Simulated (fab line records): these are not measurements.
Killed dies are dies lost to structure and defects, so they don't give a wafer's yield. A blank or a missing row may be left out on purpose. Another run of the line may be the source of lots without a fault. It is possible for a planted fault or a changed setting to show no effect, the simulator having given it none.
Comparing a struck lot with a sound one    flow sky130    17 steps out of a route of 708
Sound: wafers L978.2, L978.5, L978.6. Struck: wafers L970.1, L970.2, L970.4. At the end, the cause is stated.
Each step with rows lists, per side, the tool, then ch with its chambers, then its first start. Under that, the readings that differ: sound wafers    struck wafers    difference of the means    sigmas: that difference in standard deviations of wafers without a fault.
alike: readings with means less than 2 such deviations apart, plus words and numbers identical on both sides. not compared: withheld readings, readings lacking a value on some wafer, bounds such as >300 that could conceal the same value, and numbers that have no deviation in the record and whose values overlap.
A row with sigmas, a row that says differs or no value, or rows on one side alone: a step with any of these is where the two part. Numbers that don't overlap but have no deviation are shown without sigmas and don't part them. A reading that every wafer of one side lacks parts them only if that side has two wafers or more.

first, 3 steps without rows for these wafers: SKY_VIA1_EXPOSE_09 (exposes mask VIM, target cd 150 nm); SKY_VIA1_PEB_10; SKY_VIA1_DEVELOP_11 (develop time 60 s).
SKY_VIA1_CD_MEAS_12: target cd 150 nm.
  struck on cdSem-01, day 37 19:31; sound on cdSem-01, day 40 04:06
  alike: cdNm
SKY_VIA1_OVL_MEAS_13:
  struck on overlay-02, day 37 19:38; sound on overlay-01, day 40 04:12
  alike: VIA1_OVL
SKY_VIA1_ETCH_14: etches BARC in N2/H2, stops on SiO2, time 45.9 s, target depth 60 nm.
  sound on rieDiel-01 ch 0,2,3, day 40 04:14; struck on rieDiel-04 ch 0,2,3, day 37 19:40
  alike: drypumpMotorCurrentA, oesProductAu, rfFwdPowerW, throttleValvePct
  not compared: rfHoursCounterH
SKY_VIA1_ETCH_15: etches SiO2 in C4F8/O2/Ar, stops on TiN, target depth 351 nm, time 54 s.
  sound on rieDiel-01 ch 0,2,3, day 40 04:17; struck on rieDiel-04 ch 0,2,3, day 37 19:43
  alike: oesProductAu, rfFwdPowerW
  not compared: rfHoursCounterH
SKY_VIA1_STRIP_16: strips in O2/N2.
  sound on plasmaAsher-03 ch 0,1, day 40 04:19; struck on plasmaAsher-03 ch 0,1, day 37 19:45
  alike: drypumpMotorCurrentA, oesProductAu, stripTimeToEndpointS
  not compared: rfHoursCounterH
then, 3 steps without rows for these wafers: SKY_VIA1_STRIP_17 (strips in post etch residue remover, time 1200 s); SKY_VIA1_CLEAN_18 (cleans in IPA, time 180 s); SKY_VIA1_CLEAN_19 (cleans in O3/DIW).
SKY_VIA1_SPUTTER_20: material TiN, target thk 20 nm, time 80 s.
  struck on pvdSputter-02, day 37 20:21; sound on pvdSputter-03, day 40 04:55
  alike: chamberPressurePa, throttleValvePct
SKY_VIA1_CVD_21: deposits W, target thk 270 nm, time 80.902 s.
  sound on cvdW-01 ch 0,1, day 40 04:59; struck on cvdW-02 ch 1, day 37 20:25
reading                            sound              struck             difference  sigmas
chamberPressureTorr (Torr)         39.92 39.93 39.82  44.24 44.28 44.23  +4.36       +47
model.W_of_VIA1_CVD_21.thkNm (nm)  264.5 268.2 264.7  286.4 285 288.2    +20.7       
  alike: heaterPowerW
SKY_VIA1_RS_MEAS_22: measurement is done with a four-point probe.
  struck on filmMetro-01, day 37 20:35; sound on filmMetro-01, day 40 05:05
reading             sound              struck             difference  sigmas
VIA1_W_RS (ohm/sq)  0.435 0.430 0.436  0.401 0.404 0.400  -0.032      -7
SKY_VIA1_THK_MEAS_23: measures by xrf.
  struck on filmMetro-01, day 37 20:43; sound on filmMetro-01, day 40 05:12
reading          sound        struck       difference  sigmas
VIA1_W_THK (nm)  269 271 269  294 291 296  +24         +7
SKY_VIA1_CMP_24: polishes, stops on SiO2, t overpolish 15 s, target thk 0 nm.
  sound on cmp-02 ch 0,1,2, day 40 05:21; struck on cmp-02 ch 0,2,3, day 37 20:46
  alike: motorCurrentA
-- the record jumps here: 11 days lie between the struck wafers' starts before and after (it left off in module VIA1 and takes up again in module PAD_OPEN, whose first step shown is number 708 of the route) --
SKY_PAD_OPEN_PROBE_99:
  struck on prober-02, day 48 19:05; sound on prober-02, day 50 09:04
  alike: defectLimitedYield, killed_at_M0_to_M3, killed_at_M4_up, killedAtContacts, killedAtFrontEnd, killedAtOther, killedDies, killedOpen, killedShort, sort_bin_3_pad_short, sort_bin_5_function, sort_bin_6_memory, sortNPass, sortYieldPct

## WHERE THEY PART
Earliest at SKY_VIA1_CVD_21; latest, in this record, at SKY_VIA1_THK_MEAS_23. Later steps at which nothing parts them and some readings are alike: SKY_VIA1_CMP_24, SKY_PAD_OPEN_PROBE_99.

WHY: what the simulator had put in
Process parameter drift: cvdW-02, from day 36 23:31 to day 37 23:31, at SKY_VIA1_CVD_21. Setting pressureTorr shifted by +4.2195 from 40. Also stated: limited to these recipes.
